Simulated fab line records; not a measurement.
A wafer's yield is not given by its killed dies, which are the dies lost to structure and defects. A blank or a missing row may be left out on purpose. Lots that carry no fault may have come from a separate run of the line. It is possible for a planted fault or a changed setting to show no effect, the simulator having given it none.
fab line records    flow sky130
record: lots: 6  wafers: 18  last-day: 50
route steps=708 shown NWELL@65 PAD_OPEN@708
lots with no fault: from the same line, run without faults
start-h: hours from the record's first day to the start of the lot's first wafer shown    wait-h: hours since the lot's step before    " same as the row above    L1.1+2: several wafers, shown together as one row    - either no value or no given start    * or withheld: withheld    < > ~ a bound
route shown NAME@n: NAME is a module with steps in the file, n the number in the route of the first one    usual: average and standard deviation across the fault-free wafers    same: alike in all rows    chamber/n: place in a boat    sites: the reading at each site    _std_site: standard deviation across them    _edge_site: the outer-site mean with the inner-site mean subtracted    radius-mm: how far each site lies from the wafer's centre    mask NAME#n: copy n    behind: the last tool/chamber to shape the wafer    hold: cause of the lot's hold/its duration in hours/its outcome    device: whichever transistor did not switch (one of n, p or np)    end of line: at the end of the route, the tests of the same wafers    a step given without rows: its recipe and nothing more    killed: not the wafer's yield, but the dies lost to structure and defects at the first sort    map: a wafer's dies, marking killed ones x, the rest . and places with no die _
set.NAME: the setting as run; set.NAME@STEP: as run at that earlier step    model.NAME: the simulator's own value behind a step, which no gauge read
lots at selected steps of the route; one table per step, one row per wafer
services: when a tool's chamber went out of use (start-h, in hours from the record's first day, below 0 if earlier), for how many hours, and the reason
== steps ==
step: SKY_NWELL_IMPLANT_12
recipe: species: P  energy-kev: 120  dose-cm2: 1.3e+12  tilt-deg: withheld
step: SKY_NWELL_IMPLANT_13
recipe: species: P  energy-kev: 50  dose-cm2: 7e+11  tilt-deg: withheld
step: SKY_NWELL_STRIP_14
recipe: chemistry: O2/N2  power-w: 1400  pressure-mtorr: 1500  platen-temp-c: withheld  o2-flow-sccm: 3000  n2-flow-sccm: 300  overash-fraction: 0.5
usual: drypump-motor-current-A: 5.42/0.3  oes-product-au: 0.722/0.0044  strip-time-to-endpoint-s: 36.91/0.096
lot.wafer  tool             chamber  start-h  wait-h  drypump-motor-current-A  oes-product-au  rf-hours-counter-h  strip-time-to-endpoint-s
L406.2     plasma-asher-01  1        97.67    0.1     5.19                     0.725           41                  37.00
L406.5     "                0        "        "       5.56                     0.728           -                   37.11
L406.6     "                1        "        "       5.22                     0.717           -                   37.09
L409.2     plasma-asher-04  1        115.45   0.1     5.66                     0.727           30                  36.91
L409.4     "                1        "        "       5.64                     0.716           -                   36.91
L409.5     "                1        "        "       5.65                     0.725           -                   36.88
L423.1     plasma-asher-04  0        198.12   0.1     5.06                     0.723           39                  36.96
L423.2     "                1        "        "       5.64                     0.710           39                  37.05
L423.3     "                1        "        "       5.66                     0.725           -                   36.97
L424.1     plasma-asher-04  1        204.96   0.1     5.64                     0.719           40                  36.71
L424.2     "                0        "        "       5.09                     0.724           40                  36.84
L424.5     "                1        "        "       5.66                     0.730           -                   36.87
L426.1     plasma-asher-01  0        214.10   0.1     5.55                     0.721           50                  36.85
L426.3     "                1        "        "       5.23                     0.712           -                   36.96
L426.5     "                1        "        "       5.20                     0.718           -                   36.94
L427.3     plasma-asher-01  0        219.65   0.1     5.55                     0.718           -                   36.79
L427.4     "                1        "        "       5.21                     0.720           -                   36.75
L427.5     "                0        "        "       5.56                     0.716           -                   36.73
step: SKY_NWELL_TW_MEAS_15
usual: NWELL_TW: 1817/10
lot.wafer  tool           chamber  start-h  wait-h  NWELL_TW
L406.2     film-metro-01  -        97.78    0.1     1809
L406.5     "              -        "        "       1808
L406.6     "              -        "        "       1808
L409.2     film-metro-03  -        115.56   0.1     1802
L409.4     "              -        "        "       1825
L409.5     "              -        "        "       1805
L423.1     film-metro-02  -        198.22   0.1     1821
L423.2     "              -        "        "       1826
L423.3     "              -        "        "       1825
L424.1     film-metro-03  -        205.06   0.1     1810
L424.2     "              -        "        "       1817
L424.5     "              -        "        "       1809
L426.1     film-metro-03  -        214.20   0.1     1812
L426.3     "              -        "        "       1806
L426.5     "              -        "        "       1811
L427.3     film-metro-02  -        219.73   0.1     1809
L427.4     "              -        "        "       1801
L427.5     "              -        "        "       1804
step: SKY_NWELL_DEHYDRATE_16
recipe: temp-c: 200  time-s: 60
step: SKY_NWELL_HMDS_17
recipe: prime-time-s: 60  prime-temp-c: 120
step: SKY_NWELL_COAT_18
recipe: spin-rpm: 2000  resist-thk-nm: 3000
step: SKY_NWELL_SOFTBAKE_19
recipe: temp-c: 110  time-s: withheld
step: SKY_NWELL_EXPOSE_20
recipe: mask-id: NWM_COMPLEMENT  na: 0.6  source-shape: conventional  sigma-outer: 0.6  polarization: unpolarized  target-cd-nm: 840  dose-mj: 260
step: SKY_NWELL_PEB_21
recipe: temp-c: 115  time-s: withheld
step: SKY_NWELL_DEVELOP_22
recipe: wall-angle-deg: 90  developer: TMAH  develop-time-s: 60  dev-temp-c: 23
step: SKY_NWELL_OVL_MEAS_23
usual: NWELL_01_OVL: 0.6/1.2
lot.wafer  tool        chamber  start-h  wait-h  NWELL_01_OVL[nm]
L406.2     overlay-02  -        115.70   -       1.8
L406.5     "           -        "        "       2.3
L406.6     "           -        "        "       0.4
L409.2     overlay-02  -        133.92   -       -1.0
L409.4     "           -        "        "       -0.7
L409.5     "           -        "        "       -0.5
L423.1     overlay-01  -        221.03   -       0.1
L423.2     "           -        "        "       -1.4
L423.3     "           -        "        "       0.5
L424.1     overlay-02  -        226.68   -       0.8
L424.2     "           -        "        "       0.6
L424.5     "           -        "        "       1.4
L426.1     overlay-02  -        236.62   -       2.6
L426.3     "           -        "        "       1.3
L426.5     "           -        "        "       1.8
L427.3     overlay-02  -        243.03   -       -1.1
L427.4     "           -        "        "       -0.1
L427.5     "           -        "        "       -0.5
step: SKY_NWELL_IMPLANT_24
recipe: species: B  energy-kev: 137.9  dose-cm2: 9.2e+12  tilt-deg: withheld
usual: dose-ions-cm2: 9.201e+12/9.6e+09  faraday-current-uA: 51.9/1
lot.wafer  tool          chamber  start-h  wait-h  dose-ions-cm2  faraday-current-uA
L406.2     implanter-01  0        115.75   0.0     9.207e+12      50.6
L406.5     "             0        "        "       9.189e+12      51.0
L406.6     "             0        "        "       9.206e+12      53.2
L409.2     implanter-03  0        133.98   0.0     9.19e+12       50.9
L409.4     "             0        "        "       9.204e+12      51.9
L409.5     "             0        "        "       9.21e+12       51.3
L423.1     implanter-03  0        221.06   0.0     1.3304e+13     76.9
L423.2     "             0        "        "       1.3308e+13     73.0
L423.3     "             0        "        "       1.3311e+13     76.1
L424.1     implanter-03  0        226.71   0.0     1.3305e+13     76.5
L424.2     "             0        "        "       1.3309e+13     73.4
L424.5     "             0        "        "       1.3321e+13     76.3
L426.1     implanter-01  0        236.65   0.0     9.202e+12      52.3
L426.3     "             0        "        "       9.196e+12      51.9
L426.5     "             0        "        "       9.203e+12      52.5
L427.3     implanter-04  0        243.10   0.1     9.215e+12      52.2
L427.4     "             0        "        "       9.195e+12      51.3
L427.5     "             0        "        "       9.179e+12      52.0
step: SKY_NWELL_STRIP_25
recipe: chemistry: O2/N2  power-w: 1400  pressure-mtorr: 1500  platen-temp-c: withheld  o2-flow-sccm: 3000  n2-flow-sccm: 300  overash-fraction: 0.5
usual: drypump-motor-current-A: 5.40/0.29  oes-product-au: 0.722/0.0042  strip-time-to-endpoint-s: 36.90/0.093
lot.wafer  tool             chamber  start-h  wait-h  drypump-motor-current-A  oes-product-au  rf-hours-counter-h  strip-time-to-endpoint-s
L406.2     plasma-asher-02  1        115.88   0.1     5.87                     0.722           42                  36.93
L406.5     "                0        "        "       5.13                     0.725           -                   36.98
L406.6     "                1        "        "       5.87                     0.731           -                   37.02
L409.2     plasma-asher-04  0        134.10   0.1     5.08                     0.726           32                  36.88
L409.4     "                0        "        "       5.07                     0.721           -                   36.89
L409.5     "                1        "        "       5.65                     0.717           -                   36.93
L423.1     plasma-asher-01  1        221.21   0.1     5.16                     0.723           51                  36.85
L423.2     "                0        "        "       5.57                     0.714           51                  36.91
L423.3     "                0        "        "       5.59                     0.718           -                   36.85
L424.1     plasma-asher-02  1        226.86   0.1     5.87                     0.723           54                  36.92
L424.2     "                0        "        "       5.14                     0.729           54                  36.91
L424.5     "                1        "        "       5.87                     0.719           -                   36.89
L426.1     plasma-asher-04  1        236.80   0.1     5.64                     0.719           43                  36.88
L426.3     "                1        "        "       5.66                     0.715           -                   36.80
L426.5     "                0        "        "       5.08                     0.719           -                   37.05
L427.3     plasma-asher-04  1        243.24   0.1     5.65                     0.718           -                   36.86
L427.4     "                0        "        "       5.10                     0.723           -                   36.90
L427.5     "                1        "        "       5.67                     0.716           -                   36.93
step: SKY_NWELL_TW_MEAS_26
usual: NWELL_2_TW: 495/3.5
lot.wafer  tool           chamber  start-h  wait-h  hold                      NWELL_2_TW
L406.2     film-metro-01  -        115.99   0.1     -                         498
L406.5     "              -        "        "       -                         497
L406.6     "              -        "        "       -                         496
L409.2     film-metro-02  -        134.21   0.1     -                         495
L409.4     "              -        "        "       -                         496
L409.5     "              -        "        "       -                         498
L423.1     film-metro-03  -        221.31   0.1     await-dispo/0.2h/release  551
L423.2     "              -        "        "       await-dispo/0.2h/release  548
L423.3     "              -        "        "       await-dispo/0.2h/release  551
L423.1     film-metro-03  -        221.54   0.2     -                         549
L423.2     "              -        "        "       -                         549
L423.3     "              -        "        "       -                         551
L424.1     film-metro-02  -        226.96   0.1     await-dispo/0.2h/release  554
L424.2     "              -        "        "       await-dispo/0.2h/release  557
L424.5     "              -        "        "       await-dispo/0.2h/release  555
L424.1     film-metro-02  -        227.19   0.2     -                         553
L424.2     "              -        "        "       -                         554
L424.5     "              -        "        "       -                         555
L426.1     film-metro-02  -        236.90   0.1     -                         495
L426.3     "              -        "        "       -                         495
L426.5     "              -        "        "       -                         492
L427.3     film-metro-02  -        243.32   0.1     -                         500
L427.4     "              -        "        "       -                         498
L427.5     "              -        "        "       -                         499
step: SKY_PAD_OPEN_PROBE_99
usual: killed_at_M0_to_M3: 44/7.3  killed_at_M4_up: 3.3/1.8  killed-at-contacts: 24/5.3  killed-at-front-end: 16/5  killed-at-other: 0.2/0.51  killed-dies: 87/10  killed-open: 47/7.5  killed-short: 40/6.3
same: gross-dies: 492  killed-at-back-side: 0
lot.wafer  tool       chamber  start-h  wait-h  killed_at_M0_to_M3  killed_at_M4_up  killed-at-contacts  killed-at-front-end  killed-at-other  killed-dies  killed-open  killed-short  model.etest.pfet_16v.r-on-ohm-um  model.etest.res-iso-pwell.rs-ohm-sq  model.etest.res-pwell-under-gate.rs-ohm-sq  model.etest.res-iso-pwell.line-ohm-um  model.etest.tip_n_5v.rs-ohm-sq  model.etest.res-nwell.width-nm  model.etest.res-iso-pwell.width-nm  model.etest.pfet_16v.drive-ua-um
L406.2     prober-02  -        1094.30  0.1     54                  3                23                  15                   0                95           55           40            1.689e+04                         4288                                 2288                                        1617                                   1450                            857.8                           2631                                225
L406.5     prober-02  -        1094.45  0.2     53                  2                30                  11                   1                97           52           45            1.552e+04                         3427                                 2296                                        1289                                   1459                            844.4                           2636                                236.3
L406.6     prober-02  -        1094.50  0.2     30                  1                33                  14                   1                79           36           43            1.562e+04                         3592                                 2289                                        1343                                   1440                            846.1                           2639                                241.4
L409.2     prober-01  -        1119.40  0.1     41                  3                21                  22                   0                87           46           41            1.493e+04                         2835                                 2294                                        1074                                   1407                            835.7                           2650                                238.2
L409.4     prober-01  -        1119.50  0.2     34                  4                15                  8                    0                61           37           24            1.508e+04                         2824                                 2303                                        1066                                   1419                            834.8                           2658                                237.3
L409.5     prober-01  -        1119.55  0.2     43                  7                28                  12                   0                90           42           48            1.572e+04                         3271                                 2291                                        1229                                   1405                            841.9                           2640                                231.1
L423.1     prober-01  -        1189.78  0.1     44                  4                35                  12                   0                95           51           44            1.317e+04                         2519                                 1778                                        942.5                                  1481                            822                             2658                                265.3
L423.2     prober-01  -        1189.83  0.1     51                  6                29                  24                   0                110          62           48            1.334e+04                         2603                                 1772                                        975.9                                  1466                            825.5                           2671                                267.3
L423.3     prober-01  -        1189.88  0.2     40                  5                24                  19                   0                88           33           55            1.329e+04                         2562                                 1785                                        963.3                                  1486                            821.5                           2667                                266.8
L424.1     prober-02  -        1194.61  0.1     37                  1                22                  14                   0                74           46           28            1.326e+04                         2092                                 1764                                        789.4                                  1476                            797.7                           2682                                253.1
L424.2     prober-02  -        1194.66  0.1     44                  2                30                  24                   0                100          53           47            1.284e+04                         1972                                 1780                                        726.3                                  1479                            798.1                           2689                                253.2
L424.5     prober-02  -        1194.81  0.2     38                  3                26                  18                   0                85           54           31            1.307e+04                         2076                                 1763                                        762.8                                  1471                            792.9                           2688                                254
L426.1     prober-02  -        1200.56  0.1     57                  4                24                  22                   0                107          56           51            1.554e+04                         3056                                 2285                                        1152                                   1409                            837.3                           2656                                231.9
L426.3     prober-02  -        1200.66  0.2     56                  3                20                  15                   0                94           46           48            1.514e+04                         2729                                 2292                                        1016                                   1408                            836.3                           2648                                232.3
L426.5     prober-02  -        1200.76  0.2     66                  4                28                  20                   0                118          62           56            1.557e+04                         2931                                 2294                                        1071                                   1408                            842                             2644                                230.2
L427.3     prober-01  -        1202.85  0.2     53                  9                21                  18                   0                101          55           46            1.549e+04                         3214                                 2284                                        1212                                   1432                            843.1                           2635                                238.8
L427.4     prober-01  -        1202.90  0.2     43                  1                37                  13                   0                94           57           37            1.498e+04                         2999                                 2271                                        1124                                   1440                            838.9                           2650                                244.8
L427.5     prober-01  -        1202.95  0.2     51                  2                18                  19                   1                91           47           44            1.531e+04                         3100                                 2282                                        1194                                   1438                            839.5                           2647                                240.2
killed by level:class
L406.2 VIA1:geometric-particle:open=11 CONTACT:geometric-particle:open=11 VIA2:geometric-particle:open=10 METAL1:geometric-particle:short=9 LI_CONTACT:geometric-particle:open=7 METAL2:geometric-particle:short=6 VIA3:geometric-particle:open=6 POLY_GATE:geometric-particle:short=4
L406.5 VIA1:geometric-particle:open=14 LI_CONTACT:geometric-particle:open=10 VIA3:geometric-particle:open=8 CONTACT:geometric-particle:open=8 VIA3:geometric-particle:short=7 VIA2:geometric-particle:open=6 CONTACT:geometric-particle:short=5 METAL2:geometric-particle:short=5
L406.6 CONTACT:geometric-particle:short=12 LI_CONTACT:geometric-particle:open=8 CONTACT:geometric-particle:open=8 METAL1:geometric-particle:short=8 VIA2:geometric-particle:open=6 VIA1:geometric-particle:open=5 FIELD_ISO:geometric-particle:open=4 POLY_GATE:geometric-particle:short=4
L409.2 VIA1:geometric-particle:open=12 POLY_GATE:geometric-particle:short=8 VIA3:geometric-particle:open=8 METAL2:geometric-particle:short=7 LI_CONTACT:geometric-particle:open=6 CONTACT:geometric-particle:open=6 FIELD_ISO:geometric-particle:open=4 CONTACT:geometric-particle:short=4
L409.4 VIA1:geometric-particle:open=10 VIA3:geometric-particle:open=8 CONTACT:geometric-particle:open=5 METAL2:geometric-particle:short=5 FIELD_ISO:geometric-particle:short=4 LI_CONTACT:geometric-particle:open=4 CONTACT:geometric-particle:short=4 METAL1:geometric-particle:short=3
L409.5 CONTACT:geometric-particle:open=10 LI_CONTACT:geometric-particle:open=7 VIA1:geometric-particle:short=7 METAL1:geometric-particle:short=6 VIA1:geometric-particle:open=6 METAL2:geometric-particle:short=6 VIA2:geometric-particle:open=6 POLY_GATE:geometric-particle:short=5
L423.1 CONTACT:geometric-particle:open=13 LI_CONTACT:geometric-particle:open=11 VIA1:geometric-particle:open=9 METAL1:geometric-particle:short=8 VIA2:geometric-particle:open=8 METAL2:geometric-particle:short=5 FIELD_ISO:geometric-particle:short=4 CONTACT:geometric-particle:short=4
L423.2 VIA2:geometric-particle:open=14 VIA1:geometric-particle:open=11 FIELD_ISO:geometric-particle:short=10 CONTACT:geometric-particle:open=9 LI_CONTACT:geometric-particle:open=9 LOCAL_INTERCONNECT:geometric-particle:short=8 VIA3:geometric-particle:open=7 METAL2:geometric-particle:short=6
L423.3 METAL1:geometric-particle:short=9 CONTACT:geometric-particle:short=7 POLY_GATE:geometric-particle:short=6 LI_CONTACT:geometric-particle:open=6 METAL2:geometric-particle:short=6 FIELD_ISO:geometric-particle:open=5 FIELD_ISO:geometric-particle:short=5 VIA3:geometric-particle:open=5
L424.1 CONTACT:geometric-particle:open=14 VIA1:geometric-particle:open=12 FIELD_ISO:geometric-particle:open=9 VIA2:geometric-particle:open=5 CONTACT:geometric-particle:short=4 METAL1:geometric-particle:short=4 METAL2:geometric-particle:short=4 VIA3:geometric-particle:open=3
L424.2 CONTACT:geometric-particle:open=10 VIA1:geometric-particle:short=8 LI_CONTACT:geometric-particle:open=8 POLY_GATE:geometric-particle:open=7 VIA1:geometric-particle:open=7 VIA3:geometric-particle:open=7 METAL2:geometric-particle:short=6 FIELD_ISO:geometric-particle:short=5
L424.5 VIA1:geometric-particle:open=14 CONTACT:geometric-particle:open=13 VIA2:geometric-particle:open=9 POLY_GATE:geometric-particle:open=7 METAL2:geometric-particle:short=7 FIELD_ISO:geometric-particle:short=5 LI_CONTACT:geometric-particle:open=4 LOCAL_INTERCONNECT:geometric-particle:short=4
L426.1 VIA1:geometric-particle:open=10 VIA2:geometric-particle:open=9 CONTACT:geometric-particle:open=8 VIA1:geometric-particle:short=7 METAL2:geometric-particle:short=7 VIA3:geometric-particle:open=7 FIELD_ISO:geometric-particle:short=6 LI_CONTACT:geometric-particle:open=6
L426.3 VIA1:geometric-particle:open=10 FIELD_ISO:geometric-particle:short=9 VIA1:geometric-particle:short=9 VIA3:geometric-particle:open=9 VIA2:geometric-particle:open=8 CONTACT:geometric-particle:open=7 VIA2:geometric-particle:short=7 METAL2:geometric-particle:short=5
L426.5 VIA1:geometric-particle:open=15 METAL2:geometric-particle:short=13 METAL1:geometric-particle:short=9 VIA2:geometric-particle:open=9 LI_CONTACT:geometric-particle:open=7 CONTACT:geometric-particle:open=7 CONTACT:geometric-particle:short=7 VIA3:geometric-particle:open=6
L427.3 METAL1:geometric-particle:short=11 VIA1:geometric-particle:open=10 CONTACT:geometric-particle:open=8 VIA3:geometric-particle:open=8 LI_CONTACT:geometric-particle:open=7 FIELD_ISO:geometric-particle:short=6 VIA1:geometric-particle:short=6 VIA2:geometric-particle:open=6
L427.4 CONTACT:geometric-particle:open=20 METAL1:geometric-particle:short=13 VIA2:geometric-particle:open=9 VIA1:geometric-particle:open=7 LI_CONTACT:geometric-particle:open=6 FIELD_ISO:geometric-particle:open=5 LOCAL_INTERCONNECT:geometric-particle:short=5 CONTACT:geometric-particle:short=5
L427.5 METAL1:geometric-particle:short=12 CONTACT:geometric-particle:open=10 VIA3:geometric-particle:open=8 VIA1:geometric-particle:open=7 FIELD_ISO:geometric-particle:short=6 FIELD_ISO:geometric-particle:open=5 POLY_GATE:geometric-particle:short=5 VIA2:geometric-particle:open=5
== services ==
tool             chamber  start-h  hours  kind
implanter-04     -        85.88    1.2    repair
plasma-asher-04  -        88.64    0.7    repair
plasma-asher-02  -        123.66   3.7    repair
implanter-01     -        127.46   2.6    pm
implanter-04     -        134.91   4.1    repair
plasma-asher-01  -        145.38   26.5   repair
implanter-04     -        170.52   3.4    repair
implanter-03     -        181.10   3.9    pm
plasma-asher-02  -        197.02   3.7    repair
plasma-asher-04  -        210.57   2.8    pm
implanter-01     -        213.21   3.8    repair
plasma-asher-02  -        219.82   1.9    repair
implanter-03     -        230.54   2.4    pm
implanter-04     -        234.87   3.2    pm
== key ==
first-sign: step: SKY_NWELL_IMPLANT_24  reading: dose-ions-cm2  direction: up  sigmas: 99+  usual: *  struck: *
effect: step: SKY_NWELL_IMPLANT_24  reading: faraday-current-uA  direction: up  sigmas: 23  usual: 51.9  struck: 75.4
effect: step: SKY_NWELL_TW_MEAS_26  reading: visit  direction: added
effect: step: SKY_NWELL_TW_MEAS_26  reading: NWELL_2_TW  direction: up  sigmas: 16  usual: 495  struck: 553
model-effect: step: SKY_PAD_OPEN_PROBE_99  value: etest.pfet_16v.r-on-ohm-um  without: 1.551e+04  struck: 1.316e+04
met-at SKY_NWELL_IMPLANT_24
struck-wafers L423.1,L423.2,L423.3,L424.1,L424.2,L424.5
tester-left-out L423,L424
onset-between 133.98 221.06
fault: kind: process-parameter-drift  tool: implanter-03  chamber: -  onset-h: 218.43  steps: SKY_NWELL_IMPLANT_24  channel: dose-cm2  offset: *  shape: step  end-h: 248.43  acts-in: *  stated: *
tester-left-out: of these lots the tester's yield and bins aren't shown, on N5 and GAA mostly nor the transistor test; their killed dies are dies lost to structure and defects alone, not to doping, threshold or leakage, so they don't give the yield
